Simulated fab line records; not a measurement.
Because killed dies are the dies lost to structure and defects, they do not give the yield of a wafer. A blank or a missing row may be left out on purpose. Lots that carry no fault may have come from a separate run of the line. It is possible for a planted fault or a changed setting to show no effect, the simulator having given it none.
Problem report, 8D (eight disciplines) form, completed by code -- flow gf180mcu -- the parts of the form that need people (team, actions taken, sign-off) are left out

## 1. WHAT WENT WRONG
spinSpeedRpm at GF_DUAL_GATE_COAT_06 reads a mean of 2630.3 rpm on 6 wafers of 2 lots; wafers without a fault read 3000.2 rpm with a standard deviation of 2. So: -99 or more standard deviations from the usual mean.
The step: resist thk 1000 nm.
Earliest sighting: wafer L692.1 on lithoTrack-03 at day 9 04:10. The record has a number at this step for 39 wafers belonging to 13 lots. The rule behind "out" and "out of limits": a value lying over 4 standard deviations away from the usual mean. Any other wafer with a number is counted as sound.

## 2. WHAT IT IS AND WHAT IT IS NOT
question,is,is not
which readings at this step,spinSpeedRpm,-
which lots,"L692, L693","L690, L695, L700, L701, L702, L703, L704, L706, L707, L708, L709"
which wafers of those lots,all that have a number,-
read on which tools,lithoTrack-03,"lithoTrack-01, lithoTrack-02"
when,from day 9 04:10,"up to then (3 sound wafers); but 30 sound wafers of L695, L700, L701, L702, L703, L704, L706, L707, L708, L709 came after"

## 3. THE SUSPECTS, EACH WITH WHAT RULES IT OUT
Counting: a tool at any process step up to the reading remains a suspect when it ran all the lots that are out and ran no sound lot after the first of those.
- lithoTrack-03 at GF_DUAL_GATE_COAT_06 (resist thk 1000 nm): ruled out as a lasting fault. After its first lot that is out, L692 (day 9 04:10), sound lots L706, L708 ran on it.
Left after counting: nothing in the record.

## 4. THE CAUSE (what the simulator had put in)
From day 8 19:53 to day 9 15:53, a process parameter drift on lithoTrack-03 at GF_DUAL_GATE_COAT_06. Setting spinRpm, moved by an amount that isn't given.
Counting ruled it out, wrongly.

## 5. THE CHAIN OF EFFECTS, in route order
Rows list readings where the struck wafers' mean (over those with a number) sits beyond 3 standard deviations from the usual. Only readings for which the record gives a usual standard deviation are gone through. hours: the time from each lot's start at the first step in this table that gives one to its start at this step, as a median over the lots. sigmas: the change in usual standard deviations.
hours,step,reading,usual,on struck wafers,change,sigmas
0,GF_DUAL_GATE_COAT_06,spinSpeedRpm,3000.2 rpm,2630.3,-369.9,-99 or more
9,GF_DUAL_GATE_STRIP_13,stripTimeToEndpointS,12.59 s,13.30,+0.71,+22
Here are the process steps it includes:
- GF_DUAL_GATE_COAT_06: resist thk 1000 nm.
- GF_DUAL_GATE_STRIP_13: strips in O2/N2.
Later steps that measure or inspect, where all struck wafers having a row at the step show a number for every such reading and not one has moved that far: GF_DUAL_GATE_OVL_MEAS_11, GF_HV_LDD_THK_MEAS_55.

## 6. HOW IT WOULD HAVE BEEN CAUGHT EARLIER
In this record no reading fell out of limits until day 9 04:10, 8 hours after the fault had begun at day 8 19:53.
